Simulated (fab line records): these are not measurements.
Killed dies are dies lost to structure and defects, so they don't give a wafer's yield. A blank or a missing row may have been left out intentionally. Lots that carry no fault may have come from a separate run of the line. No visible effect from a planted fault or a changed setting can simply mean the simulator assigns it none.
8D (eight disciplines) problem report, filled in by code    flow gf180mcu    the parts of the form that need people (team, actions taken, sign-off) are left out

## 1. THE ISSUE
DUAL_GATE_OXIDATION_00_THK at GF_DUAL_GATE_THK_MEAS_03 reads a mean of 12.63 nm on 9 wafers of 3 lots; wafers without a fault read 10.94 nm with a standard deviation of 0.21. That puts it +8.1 standard deviations away from the usual mean.
The first sign was on wafer L352.3 at day 12 07:27, on film metro-03. At this step, 42 wafers from 14 lots have a number in the record. Rule for "out", or "out of limits": more than 4 standard deviations from the usual mean. All remaining wafers that have a number are taken as sound.

## 2. WHAT IT IS, AND WHAT IT ISN'T
question                     is                            is not
which readings at this step  DUAL_GATE_OXIDATION_00_THK    -
which lots                   L352, L353, L354              L337, L338, L339, L344, L345, L346, L349, L355, L356, L357, L359
which wafers of those lots   all that have a number        -
read on which gauges         film metro-01, film metro-03  film metro-02
when                         from day 12 07:27             up to then (21 sound wafers); but 12 sound wafers of L355, L356, L357, L359 came after

## 3. SUSPECTS, AND WHAT RULES EACH OUT
Counting: a tool at a process step up to the reading stays a suspect if it ran every lot that is out and no sound lot after the first of them.
- ruled out: the gauge at GF_DUAL_GATE_THK_MEAS_03. The wafers that are out were read on 2 gauges (film metro-01, film metro-03).
- furnace-01 at GF_DUAL_GATE_OXIDATION_02 (stabilise 600 s, purge 300 s, target thk 10.887 nm): kept. Every lot that is out went through it, starting with L352 (day 12 05:59), and after that it ran no sound lot; the last sound lot it ran before then is L346 (day 10 14:31).
The count leaves furnace-01 at GF_DUAL_GATE_OXIDATION_02.

## 4. THE CAUSE (what the simulator had put in)
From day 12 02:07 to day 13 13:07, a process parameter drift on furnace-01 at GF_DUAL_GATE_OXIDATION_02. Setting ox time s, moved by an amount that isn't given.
After counting, this tool was the only one left.

## 5. SEQUENCE OF EFFECTS, ordered by route
Rows list readings where the struck wafers' mean (over those with a number) sits beyond 3 standard deviations from the usual. Only readings whose record carries a usual standard deviation are examined. hours: median over the lots of the time between each lot's start at the first step of this table that gives one and its start at this step. sigmas: the change, counted in usual standard deviations.
hours  step                      reading                     usual     on struck wafers  change  sigmas
0      GF_DUAL_GATE_THK_MEAS_03  DUAL_GATE_OXIDATION_00_THK  10.94 nm  12.63             +1.69   +8.1
At these later measuring or inspecting steps, every struck wafer for which the step has a row has a number for every such reading, and none has moved that far: GF_V2_OVL_MEAS_15.

## 6. HOW IT WOULD HAVE BEEN CAUGHT EARLIER
5 hours passed between the start of the fault at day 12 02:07 and the first reading out of limits at a measuring or inspecting step in this record, taken at day 12 07:27.
An alarm limit of 4 standard deviations would not have fired on the tool readings at GF_DUAL_GATE_OXIDATION_02 for which the record gives a usual standard deviation, since none of them was out on any struck wafer.
Of the lots that are out (3), L353, L354 began GF_DUAL_GATE_OXIDATION_02 on furnace-01 after day 12 07:27. A hold on the tool at that time would have spared those 2.
